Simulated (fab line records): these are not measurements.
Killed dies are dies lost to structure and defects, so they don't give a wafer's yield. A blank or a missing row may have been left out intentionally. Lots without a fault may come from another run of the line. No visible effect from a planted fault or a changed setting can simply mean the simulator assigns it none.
fab line records	flow sky130
record: lots: 24	wafers: 72	last_day: 50
route steps=708 shown FIELD_ISO@15 SPACER@305 LI_CONTACT@375 VIA1@470 METAL4@631
lots with no fault: from the same line, run without faults
start_h: start of the lot's first displayed wafer, in hours after the record's first day	wait_h: time in hours since the lot's previous step	" as in the row above	L1.1+2: several wafers, shown together as one row	- no value, or no start was given	* or withheld: withheld	< > ~ a bound
route shown NAME@n: a module of which the file shows steps, and the number in the route of the first	usual: average and standard deviation across the fault-free wafers	same: alike in all rows	chamber/n: place in a boat	sites: the reading at each site	_std_site: standard deviation across them	_edge_site: outer sites' mean less inner sites'	radius_mm: how far each site lies from the wafer's centre	mask NAME#n: copy n	behind: the tool/chamber that last shaped the wafer	hold: cause of the lot's hold/its duration in hours/its outcome	device: whichever transistor did not switch (one of n, p or np)	end of line: at the end of the route, the tests of the same wafers	a step given without rows: its recipe and nothing more	killed: dies lost to structure and defects at the first sort, not the wafer's yield	map: the dies of a wafer, with x for killed, . for not killed, _ for no die there
set.NAME: setting as actually run; set.NAME@STEP: the setting as run at that earlier step	model.NAME: the simulator's own value behind a step, which no gauge read
a sample of lots followed through the steps of the route, with each step as a table and each wafer as a row
services: when a tool's chamber went out of use (start_h, in hours from the record's first day, below 0 if earlier), for how many hours, and the reason
== steps ==
step: SKY_FIELD_ISO_ETCH_14
recipe: chemistry: N2/H2	target: BARC	ion_energy_ev: 200	source_w: 500	bias_w: 100	pressure_mtorr: 30	n2_flow_sccm: 100	h2_flow_sccm: 200	stop_on: SiO2	time_s: 45.9	target_depth_a: 600
usual: drypump_motor_current_A: 5.7/0.36	n2_flow_sccm: 100.0/0.33	oes_product_au: 0.855/0.0049	throttle_valve_pct: 13.224/0.009
same: time_s: 45.9
lot.wafer	tool	chamber	start_h	wait_h	drypump_motor_current_A	n2_flow_sccm	oes_product_au	rf_hours_counter_h	throttle_valve_pct
L074.1	rie_diel-03	3	30.45	0.1	5.3	100.0	0.862	22	13.218
L074.4	"	0	"	"	5.2	100.5	0.857	29	13.243
L074.6	"	2	"	"	5.8	100.0	0.860	-	13.221
L075.3	rie_diel-01	2	36.45	0.1	5.5	99.9	0.859	32	13.233
L075.4	"	1	"	"	5.6	100.4	0.852	72	13.218
L075.5	"	0	"	"	5.6	99.8	0.858	-	13.210
L076.1	rie_diel-01	0	40.65	0.1	5.6	99.6	0.860	83	13.223
L076.2	"	3	"	"	5.5	99.3	0.845	155	13.227
L076.6	"	0	"	"	5.6	99.5	0.853	-	13.211
L077.1	rie_diel-01	0	44.30	0.1	5.6	100.1	0.854	83	13.223
L077.2	"	1	"	"	5.6	99.7	0.848	73	13.228
L077.4	"	1	"	"	5.6	99.6	0.863	-	13.234
L078.1	rie_diel-02	1	49.80	0.1	5.5	100.0	0.860	5	13.218
L078.5	"	0	"	"	6.6	100.2	0.850	-	13.218
L078.6	"	1	"	"	5.5	99.9	0.858	-	13.214
L079.2	rie_diel-02	3	54.10	0.1	5.7	99.9	0.853	5	13.213
L079.3	"	2	"	"	5.6	100.2	0.859	139	13.227
L079.4	"	0	"	"	6.7	100.0	0.851	63	13.215
L080.1	rie_diel-01	1	59.35	0.1	5.6	100.0	0.856	73	13.229
L080.2	"	3	"	"	5.6	99.6	0.851	155	13.221
L080.5	"	2	"	"	5.6	100.7	0.861	-	13.208
L081.1	rie_diel-01	0	64.15	0.1	5.6	100.1	0.857	84	13.234
L081.3	"	3	"	"	5.6	99.3	0.847	155	13.215
L081.4	"	1	"	"	5.7	100.0	0.856	73	13.210
L082.3	rie_diel-03	1	71.25	0.1	6.2	100.0	0.860	168	13.211
L082.5	"	2	"	"	5.8	99.9	0.846	-	13.240
L082.6	"	1	"	"	6.2	100.5	0.855	-	13.239
L083.2	rie_diel-03	2	76.79	0.1	5.8	100.3	0.863	38	13.210
L083.3	"	1	"	"	6.2	100.0	0.851	168	13.221
L083.4	"	3	"	"	5.3	99.6	0.855	24	13.228
L084.1	rie_diel-03	0	80.69	0.1	5.2	99.8	0.853	30	13.234
L084.3	"	2	"	"	5.8	99.5	0.854	38	13.245
L084.4	"	3	"	"	5.3	99.8	0.865	24	13.213
L085.2	rie_diel-02	3	86.26	0.1	5.7	99.9	0.862	6	13.224
L085.4	"	2	"	"	5.7	100.2	0.857	140	13.225
L085.5	"	3	"	"	5.7	99.7	0.850	-	13.207
L086.1	rie_diel-01	3	91.43	0.1	5.6	99.4	0.854	156	13.211
L086.3	"	2	"	"	5.5	100.4	0.850	33	13.220
L086.4	"	1	"	"	5.7	100.0	0.851	74	13.210
L087.2	rie_diel-03	2	97.15	0.1	5.8	99.7	0.853	39	13.222
L087.3	"	0	"	"	5.2	99.8	0.858	31	13.231
L087.5	"	2	"	"	5.8	100.0	0.857	-	13.211
L088.3	rie_diel-02	1	101.65	0.1	5.5	99.9	0.856	6	13.229
L088.5	"	2	"	"	5.6	100.1	0.854	-	13.215
L088.6	"	3	"	"	5.7	99.7	0.848	-	13.226
L089.4	rie_diel-03	1	105.80	0.0	6.2	100.3	0.849	0	13.225
L089.5	"	0	"	"	5.3	99.7	0.854	-	13.218
L089.6	"	1	"	"	6.2	99.7	0.859	-	13.224
L090.2	rie_diel-03	1	112.75	0.1	6.2	99.8	0.859	0	13.238
L090.3	"	0	"	"	5.3	99.9	0.849	31	13.226
L090.5	"	1	"	"	6.2	100.3	0.848	-	13.217
L091.4	rie_diel-02	0	117.59	0.0	6.6	99.8	0.857	64	13.214
L091.5	"	1	"	"	5.5	100.6	0.849	-	13.222
L091.6	"	0	"	"	6.6	100.1	0.856	-	13.204
L092.1	rie_diel-03	2	124.19	0.1	5.8	99.3	0.858	40	13.232
L092.4	"	3	"	"	5.3	100.3	0.852	25	13.232
L092.6	"	0	"	"	5.3	100.2	0.857	-	13.212
L093.2	rie_diel-03	3	126.95	0.1	5.3	100.3	0.857	25	13.205
L093.3	"	0	"	"	5.2	100.0	0.856	31	13.231
L093.5	"	2	"	"	5.8	99.5	0.844	-	13.230
L094.1	rie_diel-02	2	132.54	0.1	5.6	99.9	0.850	141	13.223
L094.2	"	0	"	"	6.6	99.8	0.853	65	13.208
L094.5	"	3	"	"	5.7	100.0	0.852	-	13.227
L095.1	rie_diel-03	2	137.49	0.1	5.8	100.5	0.865	40	13.225
L095.2	"	3	"	"	5.3	99.9	0.857	25	13.224
L095.5	"	3	"	"	5.3	100.3	0.849	-	13.222
L096.3	rie_diel-01	2	142.79	0.1	5.6	99.8	0.854	34	13.234
L096.4	"	2	"	"	5.6	100.7	0.853	-	13.230
L096.5	"	0	"	"	5.6	100.3	0.853	-	13.240
L097.2	rie_diel-02	3	148.25	0.1	5.7	100.2	0.853	7	13.218
L097.3	"	2	"	"	5.6	99.5	0.853	141	13.221
L097.4	"	1	"	"	5.5	100.1	0.854	7	13.217
step: SKY_SPACER_THK_MEAS_01
recipe: reads: Si3N4_of_SPACER_CVD_00
usual: SPACER_CVD_00_THK: 43.1/0.41
lot.wafer	tool	chamber	start_h	wait_h	SPACER_CVD_00_THK[nm]
L074.1	film_metro-03	-	531.70	0.0	42.5
L074.4	"	-	"	"	42.3
L074.6	"	-	"	"	42.9
L075.3	film_metro-01	-	543.14	0.0	43.3
L075.4	"	-	"	"	43.2
L075.5	"	-	"	"	43.3
L076.1	film_metro-02	-	547.11	0.0	42.9
L076.2	"	-	"	"	43.1
L076.6	"	-	"	"	43.1
L077.1	film_metro-02	-	559.28	0.0	42.7
L077.2	"	-	"	"	42.7
L077.4	"	-	"	"	42.7
L078.1	film_metro-03	-	569.45	0.0	43.0
L078.5	"	-	"	"	43.0
L078.6	"	-	"	"	42.8
L079.2	film_metro-02	-	572.75	0.0	42.9
L079.3	"	-	"	"	42.6
L079.4	"	-	"	"	42.8
L080.1	film_metro-03	-	583.87	0.0	42.4
L080.2	"	-	"	"	42.9
L080.5	"	-	"	"	42.4
L081.1	film_metro-01	-	591.14	0.0	44.0
L081.3	"	-	"	"	43.5
L081.4	"	-	"	"	43.2
L082.3	film_metro-02	-	603.70	0.0	43.0
L082.5	"	-	"	"	43.3
L082.6	"	-	"	"	43.2
L083.2	film_metro-03	-	609.92	0.0	43.4
L083.3	"	-	"	"	42.8
L083.4	"	-	"	"	43.1
L084.1	film_metro-01	-	617.31	0.0	43.8
L084.3	"	-	"	"	43.2
L084.4	"	-	"	"	44.1
L085.2	film_metro-03	-	626.31	0.0	43.6
L085.4	"	-	"	"	43.3
L085.5	"	-	"	"	43.5
L086.1	film_metro-01	-	635.65	0.0	43.1
L086.3	"	-	"	"	43.2
L086.4	"	-	"	"	43.3
L087.2	film_metro-03	-	641.00	0.0	43.9
L087.3	"	-	"	"	43.7
L087.5	"	-	"	"	43.5
L088.3	film_metro-02	-	649.19	0.0	43.3
L088.5	"	-	"	"	43.1
L088.6	"	-	"	"	43.7
L089.4	film_metro-03	-	659.58	0.0	43.2
L089.5	"	-	"	"	43.4
L089.6	"	-	"	"	43.4
L090.2	film_metro-02	-	664.78	0.0	43.5
L090.3	"	-	"	"	43.3
L090.5	"	-	"	"	43.6
L091.4	film_metro-01	-	677.46	0.0	42.2
L091.5	"	-	"	"	42.5
L091.6	"	-	"	"	42.5
L092.1	film_metro-03	-	685.12	0.0	43.4
L092.4	"	-	"	"	43.6
L092.6	"	-	"	"	43.5
L093.2	film_metro-02	-	688.84	0.0	43.0
L093.3	"	-	"	"	42.4
L093.5	"	-	"	"	42.6
L094.1	film_metro-01	-	697.67	0.0	42.8
L094.2	"	-	"	"	42.8
L094.5	"	-	"	"	43.1
L095.1	film_metro-03	-	703.89	0.0	43.6
L095.2	"	-	"	"	43.5
L095.5	"	-	"	"	43.3
L096.3	film_metro-03	-	709.17	0.0	43.5
L096.4	"	-	"	"	43.6
L096.5	"	-	"	"	43.6
L097.2	film_metro-01	-	726.45	0.0	42.5
L097.3	"	-	"	"	42.6
L097.4	"	-	"	"	42.5
step: SKY_LI_CONTACT_OVL_MEAS_13
usual: LI_CONTACT_OVL: -1/5.8
lot.wafer	tool	chamber	start_h	wait_h	LI_CONTACT_OVL[nm]
L074.1	overlay-01	-	680.65	0.1	7
L074.4	"	-	"	"	-1
L074.6	"	-	"	"	0
L075.3	overlay-02	-	690.36	0.1	-6
L075.4	"	-	"	"	0
L075.5	"	-	"	"	-10
L076.1	overlay-02	-	694.55	0.1	-2
L076.2	"	-	"	"	3
L076.6	"	-	"	"	-8
L077.1	overlay-01	-	706.94	0.1	-12
L077.2	"	-	"	"	-4
L077.4	"	-	"	"	-7
L078.1	overlay-01	-	715.32	0.1	-4
L078.5	"	-	"	"	-2
L078.6	"	-	"	"	10
L079.2	overlay-02	-	718.55	0.1	-14
L079.3	"	-	"	"	-12
L079.4	"	-	"	"	-11
L080.1	overlay-01	-	727.30	0.1	4
L080.2	"	-	"	"	4
L080.5	"	-	"	"	8
L081.1	overlay-02	-	735.59	0.1	-3
L081.3	"	-	"	"	5
L081.4	"	-	"	"	0
L082.3	overlay-02	-	747.81	0.1	1
L082.5	"	-	"	"	3
L082.6	"	-	"	"	4
L083.2	overlay-02	-	753.50	0.1	1
L083.3	"	-	"	"	-2
L083.4	"	-	"	"	7
L084.1	overlay-01	-	759.14	0.1	-1
L084.3	"	-	"	"	-1
L084.4	"	-	"	"	0
L085.2	overlay-01	-	768.05	0.1	-15
L085.4	"	-	"	"	-13
L085.5	"	-	"	"	-13
L086.1	overlay-02	-	775.30	0.1	-1
L086.3	"	-	"	"	2
L086.4	"	-	"	"	-4
L087.2	overlay-02	-	782.35	0.1	1
L087.3	"	-	"	"	2
L087.5	"	-	"	"	7
L088.3	overlay-01	-	789.46	0.1	1
L088.5	"	-	"	"	-9
L088.6	"	-	"	"	1
L089.4	overlay-02	-	798.36	0.1	-12
L089.5	"	-	"	"	1
L089.6	"	-	"	"	-5
L090.2	overlay-01	-	804.35	0.1	7
L090.3	"	-	"	"	11
L090.5	"	-	"	"	2
L091.4	overlay-01	-	815.11	0.1	-3
L091.5	"	-	"	"	-8
L091.6	"	-	"	"	-2
L092.1	overlay-01	-	822.61	0.1	3
L092.4	"	-	"	"	11
L092.6	"	-	"	"	9
L093.2	overlay-02	-	826.40	0.1	-7
L093.3	"	-	"	"	-6
L093.5	"	-	"	"	-6
L094.1	overlay-01	-	834.14	0.1	-5
L094.2	"	-	"	"	-1
L094.5	"	-	"	"	-4
L095.1	overlay-01	-	840.25	0.1	3
L095.2	"	-	"	"	1
L095.5	"	-	"	"	4
L096.3	overlay-01	-	846.22	0.1	0
L096.4	"	-	"	"	6
L096.5	"	-	"	"	1
L097.2	overlay-02	-	862.20	0.1	-4
L097.3	"	-	"	"	3
L097.4	"	-	"	"	10
step: SKY_VIA1_CD_MEAS_12
recipe: target_cd_nm: 150
usual: cd_nm: 149.8/1.8
lot.wafer	tool	chamber	start_h	wait_h	cd_nm
L074.1	cd_sem-02	-	795.68	-	151.3
L074.4	"	-	"	"	150.7
L074.6	"	-	"	"	149.7
L075.3	cd_sem-01	-	806.03	-	150.2
L075.4	"	-	"	"	149.2
L075.5	"	-	"	"	151.9
L076.1	cd_sem-02	-	810.39	-	146.8
L076.2	"	-	"	"	147.8
L076.6	"	-	"	"	146.1
L077.1	cd_sem-02	-	820.92	-	152.7
L077.2	"	-	"	"	150.8
L077.4	"	-	"	"	151.0
L078.1	cd_sem-02	-	828.33	-	147.9
L078.5	"	-	"	"	148.8
L078.6	"	-	"	"	148.7
L079.2	cd_sem-02	-	831.69	-	147.4
L079.3	"	-	"	"	147.1
L079.4	"	-	"	"	147.6
L080.1	cd_sem-02	-	840.48	-	150.0
L080.2	"	-	"	"	153.0
L080.5	"	-	"	"	151.4
L081.1	cd_sem-01	-	849.18	-	149.1
L081.3	"	-	"	"	150.3
L081.4	"	-	"	"	149.5
L082.3	cd_sem-01	-	861.77	-	149.9
L082.5	"	-	"	"	150.1
L082.6	"	-	"	"	148.5
L083.2	cd_sem-01	-	866.85	-	152.5
L083.3	"	-	"	"	151.6
L083.4	"	-	"	"	152.5
L084.1	cd_sem-02	-	872.54	-	150.5
L084.3	"	-	"	"	153.1
L084.4	"	-	"	"	152.1
L085.2	cd_sem-02	-	879.80	-	151.8
L085.4	"	-	"	"	154.0
L085.5	"	-	"	"	152.3
L086.1	cd_sem-02	-	886.63	-	149.1
L086.3	"	-	"	"	148.9
L086.4	"	-	"	"	149.5
L087.2	cd_sem-02	-	894.06	-	147.7
L087.3	"	-	"	"	147.0
L087.5	"	-	"	"	147.9
L088.3	cd_sem-01	-	901.31	-	149.1
L088.5	"	-	"	"	148.2
L088.6	"	-	"	"	149.0
L089.4	cd_sem-02	-	909.74	-	147.6
L089.5	"	-	"	"	146.4
L089.6	"	-	"	"	146.2
L090.2	cd_sem-01	-	914.20	-	150.7
L090.3	"	-	"	"	150.6
L090.5	"	-	"	"	149.0
L091.4	cd_sem-01	-	925.24	-	147.7
L091.5	"	-	"	"	149.2
L091.6	"	-	"	"	148.2
L092.1	cd_sem-02	-	930.39	-	148.4
L092.4	"	-	"	"	148.8
L092.6	"	-	"	"	150.0
L093.2	cd_sem-02	-	934.60	-	149.3
L093.3	"	-	"	"	148.4
L093.5	"	-	"	"	147.5
L094.1	cd_sem-02	-	943.63	-	152.7
L094.2	"	-	"	"	149.8
L094.5	"	-	"	"	151.8
L095.1	cd_sem-02	-	948.68	-	151.2
L095.2	"	-	"	"	151.8
L095.5	"	-	"	"	153.2
L096.3	cd_sem-02	-	954.38	-	150.3
L096.4	"	-	"	"	149.1
L096.5	"	-	"	"	149.1
L097.2	cd_sem-01	-	968.76	-	150.2
L097.3	"	-	"	"	150.6
L097.4	"	-	"	"	149.8
step: SKY_METAL4_DESCUM_15
recipe: chemistry: O2	source_power_w: 150	bias_power_w: 0	pressure_mtorr: 10	temp_c: 40	time_s: 8
usual: drypump_motor_current_A: 5.4/0.36	oes_product_au: 1.001/0.016
same: time_s: 8
lot.wafer	tool	chamber	start_h	wait_h	drypump_motor_current_A	oes_product_au	rf_hours_counter_h
L074.1	rie_metal-02	1	982.78	0.0	5.3	1.010	12
L074.4	"	0	"	"	6.0	1.012	-
L074.6	"	0	"	"	6.0	1.008	-
L075.3	rie_metal-02	1	993.15	0.0	5.3	1.007	-
L075.4	"	0	"	"	5.9	1.021	-
L075.5	"	0	"	"	6.0	1.013	-
L076.1	rie_metal-04	1	997.02	0.0	5.6	0.991	1
L076.2	"	1	"	"	5.6	0.983	-
L076.6	"	1	"	"	5.6	0.986	-
L077.1	rie_metal-01	1	1005.37	0.0	5.1	1.021	20
L077.2	"	0	"	"	5.8	0.984	12
L077.4	"	0	"	"	5.8	0.990	-
L078.1	rie_metal-01	1	1013.28	0.0	5.1	1.020	21
L078.5	"	1	"	"	5.1	1.021	-
L078.6	"	0	"	"	5.9	0.998	-
L079.2	rie_metal-02	1	1015.77	0.0	5.3	1.023	14
L079.3	"	1	"	"	5.3	1.013	-
L079.4	"	0	"	"	6.0	1.021	-
L080.1	rie_metal-02	1	1025.34	0.0	5.3	1.015	14
L080.2	"	0	"	"	5.9	1.024	22
L080.5	"	1	"	"	5.3	1.019	-
L081.1	rie_metal-04	0	1029.78	0.0	5.0	0.975	0
L081.3	"	1	"	"	5.6	1.000	-
L081.4	"	0	"	"	5.0	0.986	-
L082.3	rie_metal-04	0	1041.00	0.0	5.0	0.977	-
L082.5	"	1	"	"	5.6	0.991	-
L082.6	"	0	"	"	5.0	0.983	-
L083.2	rie_metal-04	1	1047.25	0.0	5.6	0.999	6
L083.3	"	1	"	"	5.6	1.004	-
L083.4	"	0	"	"	5.0	0.985	-
L084.1	rie_metal-04	1	1050.72	0.0	5.6	0.996	6
L084.3	"	1	"	"	5.6	1.007	-
L084.4	"	0	"	"	5.0	0.988	-
L085.2	rie_metal-01	1	1056.64	0.0	5.1	1.017	22
L085.4	"	0	"	"	5.9	0.986	-
L085.5	"	0	"	"	5.9	0.992	-
L086.1	rie_metal-01	0	1062.59	0.0	5.9	0.997	14
L086.3	"	1	"	"	5.1	1.011	-
L086.4	"	0	"	"	5.8	0.990	-
L087.2	rie_metal-04	1	1069.99	0.0	5.6	1.006	7
L087.3	"	0	"	"	5.0	0.981	-
L087.5	"	0	"	"	5.0	0.975	-
L088.3	rie_metal-01	1	1075.28	0.0	5.1	1.013	-
L088.5	"	1	"	"	5.1	1.014	-
L088.6	"	0	"	"	5.8	0.998	-
L089.4	rie_metal-01	0	1082.23	0.0	5.8	0.993	-
L089.5	"	0	"	"	5.8	0.992	-
L089.6	"	1	"	"	5.1	1.029	-
L090.2	rie_metal-01	1	1086.64	0.0	5.1	1.016	24
L090.3	"	1	"	"	5.1	1.022	-
L090.5	"	1	"	"	5.1	1.020	-
L091.4	rie_metal-01	0	1094.60	0.0	5.8	0.994	-
L091.5	"	0	"	"	5.8	0.997	-
L091.6	"	1	"	"	5.1	1.023	-
L092.1	rie_metal-01	0	1098.69	0.0	5.9	1.000	16
L092.4	"	1	"	"	5.1	1.025	-
L092.6	"	0	"	"	5.8	0.994	-
L093.2	rie_metal-04	0	1102.99	0.0	5.0	0.985	6
L093.3	"	0	"	"	5.0	0.975	-
L093.5	"	1	"	"	5.6	0.995	-
L094.1	rie_metal-04	1	1110.88	0.0	5.6	0.994	10
L094.2	"	0	"	"	5.0	0.974	7
L094.5	"	0	"	"	5.0	0.981	-
L095.1	rie_metal-01	1	1114.72	0.0	5.1	1.018	26
L095.2	"	0	"	"	5.8	0.996	17
L095.5	"	1	"	"	5.1	1.010	-
L096.3	rie_metal-02	0	1118.94	0.0	6.0	1.021	-
L096.4	"	1	"	"	5.3	1.019	-
L096.5	"	0	"	"	6.0	1.016	-
L097.2	rie_metal-04	1	1129.98	0.0	5.6	0.979	12
L097.3	"	0	"	"	5.0	0.970	-
L097.4	"	1	"	"	5.6	0.994	-
step: SKY_METAL4_STRIP_19
recipe: chemistry: O2/N2	power_w: 1400	pressure_mtorr: 1500	platen_temp_c: withheld	o2_flow_sccm: 3000	n2_flow_sccm: 300	overash_fraction: 0.5
usual: drypump_motor_current_A: 5.6/0.62	n2_flow_sccm: 300.3/0.88	oes_product_au: 0.503/0.0074	strip_time_to_endpoint_s: 6.57/0.14
lot.wafer	tool	chamber	start_h	wait_h	drypump_motor_current_A	n2_flow_sccm	oes_product_au	rf_hours_counter_h	strip_time_to_endpoint_s
L074.1	plasma_asher-01	0	983.11	0.1	4.9	300.3	0.498	85	6.42
L074.4	"	0	"	"	4.9	299.8	0.508	-	6.68
L074.6	"	0	"	"	4.9	300.3	0.498	-	6.43
L075.3	plasma_asher-02	0	993.50	0.1	6.5	299.9	0.512	-	6.70
L075.4	"	1	"	"	5.5	300.0	0.509	-	6.78
L075.5	"	1	"	"	5.5	298.5	0.501	-	6.64
L076.1	plasma_asher-02	0	997.48	0.1	6.4	300.8	0.502	26	6.47
L076.2	"	1	"	"	5.5	301.0	0.504	26	6.54
L076.6	"	1	"	"	5.5	300.3	0.500	-	6.46
L077.1	plasma_asher-03	1	1005.74	0.1	4.9	300.7	0.497	119	6.37
L077.2	"	0	"	"	6.4	299.8	0.506	119	6.44
L077.4	"	0	"	"	6.4	300.4	0.502	-	6.56
L078.1	plasma_asher-01	1	1013.61	0.1	5.6	301.4	0.505	88	6.50
L078.5	"	0	"	"	4.9	300.9	0.503	-	6.45
L078.6	"	1	"	"	5.6	300.6	0.499	-	6.52
L079.2	plasma_asher-03	1	1016.10	0.1	4.9	300.1	0.508	119	6.51
L079.3	"	0	"	"	6.5	299.8	0.508	-	6.60
L079.4	"	1	"	"	4.9	300.2	0.493	-	6.41
L080.1	plasma_asher-01	1	1025.67	0.1	5.6	301.8	0.515	89	6.77
L080.2	"	0	"	"	4.9	300.6	0.512	89	6.63
L080.5	"	1	"	"	5.5	302.3	0.509	-	6.66
L081.1	plasma_asher-03	0	1030.11	0.1	6.5	299.4	0.494	121	6.43
L081.3	"	1	"	"	4.9	301.0	0.498	-	6.46
L081.4	"	0	"	"	6.5	299.9	0.492	-	6.38
L082.3	plasma_asher-01	0	1041.35	0.1	4.9	300.4	0.497	-	6.33
L082.5	"	1	"	"	5.6	301.0	0.492	-	6.34
L082.6	"	0	"	"	4.9	301.5	0.501	-	6.47
L083.2	plasma_asher-01	0	1047.58	0.1	4.9	300.9	0.495	91	6.39
L083.3	"	1	"	"	5.6	299.6	0.503	-	6.51
L083.4	"	0	"	"	4.9	299.9	0.497	-	6.47
L084.1	plasma_asher-03	1	1051.05	0.1	4.9	299.9	0.497	123	6.50
L084.3	"	0	"	"	6.5	298.9	0.500	-	6.49
L084.4	"	1	"	"	4.9	299.6	0.487	-	6.50
L085.2	plasma_asher-01	1	1056.97	0.1	5.6	300.6	0.501	92	6.39
L085.4	"	0	"	"	4.9	299.7	0.509	-	6.45
L085.5	"	1	"	"	5.5	301.4	0.503	-	6.51
L086.1	plasma_asher-01	0	1062.92	0.1	4.9	300.1	0.512	93	6.75
L086.3	"	1	"	"	5.6	299.4	0.509	-	6.64
L086.4	"	0	"	"	4.9	298.6	0.507	-	6.57
L087.2	plasma_asher-02	1	1070.32	0.1	5.5	300.8	0.507	32	6.53
L087.3	"	1	"	"	5.5	299.6	0.504	-	6.49
L087.5	"	1	"	"	5.5	301.2	0.503	-	6.48
L088.3	plasma_asher-02	0	1075.63	0.1	6.4	300.6	0.509	-	6.52
L088.5	"	1	"	"	5.5	300.6	0.492	-	6.45
L088.6	"	0	"	"	6.4	301.4	0.492	-	6.43
L089.4	plasma_asher-01	1	1082.58	0.1	5.6	301.0	0.509	-	6.81
L089.5	"	0	"	"	4.9	300.7	0.512	-	6.69
L089.6	"	1	"	"	5.6	300.2	0.503	-	6.60
L090.2	plasma_asher-03	0	1086.97	0.1	6.5	298.5	0.510	2	6.75
L090.3	"	1	"	"	5.0	298.4	0.506	-	6.72
L090.5	"	0	"	"	6.5	299.7	0.520	-	6.78
L091.4	plasma_asher-03	0	1094.95	0.1	6.5	301.3	0.508	-	6.74
L091.5	"	1	"	"	4.9	300.7	0.515	-	6.68
L091.6	"	0	"	"	6.5	301.0	0.510	-	6.72
L092.1	plasma_asher-03	0	1099.02	0.1	6.5	301.2	0.515	3	6.76
L092.4	"	0	"	"	6.5	299.2	0.497	-	6.70
L092.6	"	0	"	"	6.5	301.0	0.508	-	6.73
L093.2	plasma_asher-01	1	1103.32	0.1	5.5	301.2	0.490	97	6.36
L093.3	"	0	"	"	4.9	300.0	0.501	-	6.40
L093.5	"	1	"	"	5.5	300.1	0.495	-	6.38
L094.1	plasma_asher-01	1	1111.21	0.1	5.6	299.0	0.508	98	6.52
L094.2	"	0	"	"	4.9	301.6	0.510	98	6.69
L094.5	"	0	"	"	4.9	300.7	0.508	-	6.75
L095.1	plasma_asher-02	0	1115.05	0.1	6.5	299.9	0.483	37	6.44
L095.2	"	1	"	"	5.5	300.0	0.502	37	6.49
L095.5	"	0	"	"	6.5	299.1	0.499	-	6.44
L096.3	plasma_asher-02	0	1119.29	0.1	6.4	300.1	0.514	-	6.82
L096.4	"	1	"	"	5.5	299.9	0.517	-	6.78
L096.5	"	0	"	"	6.5	299.6	0.508	-	6.69
L097.2	plasma_asher-01	1	1130.31	0.1	5.6	302.6	0.516	100	6.79
L097.3	"	1	"	"	5.6	301.0	0.506	-	6.77
L097.4	"	0	"	"	4.9	300.2	0.502	-	6.55
== services ==
tool	chamber	start_h	hours	kind
rie_diel-03	2	20.76	5.1	repair
plasma_asher-01	-	28.13	2.2	repair
plasma_asher-01	-	62.12	4.3	pm
plasma_asher-01	-	108.75	9.0	pm
rie_diel-03	-	109.65	2.8	pm
rie_diel-03	3	112.42	1.3	repair
rie_metal-01	-	115.81	1.4	pm
rie_diel-03	1	131.02	4.4	repair
plasma_asher-01	-	194.78	11.0	repair
rie_diel-03	-	204.17	0.6	repair
rie_metal-01	0	253.99	21.9	repair
plasma_asher-01	-	351.10	2.8	pm
rie_metal-01	-	388.57	2.8	pm
rie_metal-01	0	444.90	11.8	repair
rie_diel-03	2	450.82	3.6	repair
plasma_asher-01	-	456.35	8.5	repair
rie_diel-03	3	505.12	4.4	repair
plasma_asher-01	-	517.19	3.9	repair
rie_diel-03	1	518.89	5.2	repair
rie_diel-03	2	535.49	3.5	repair
rie_diel-03	3	560.70	10.1	repair
plasma_asher-01	-	561.18	22.9	pm
rie_metal-01	-	595.95	14.6	pm
plasma_asher-01	-	1004.00	0.5	repair
== key ==
fault none
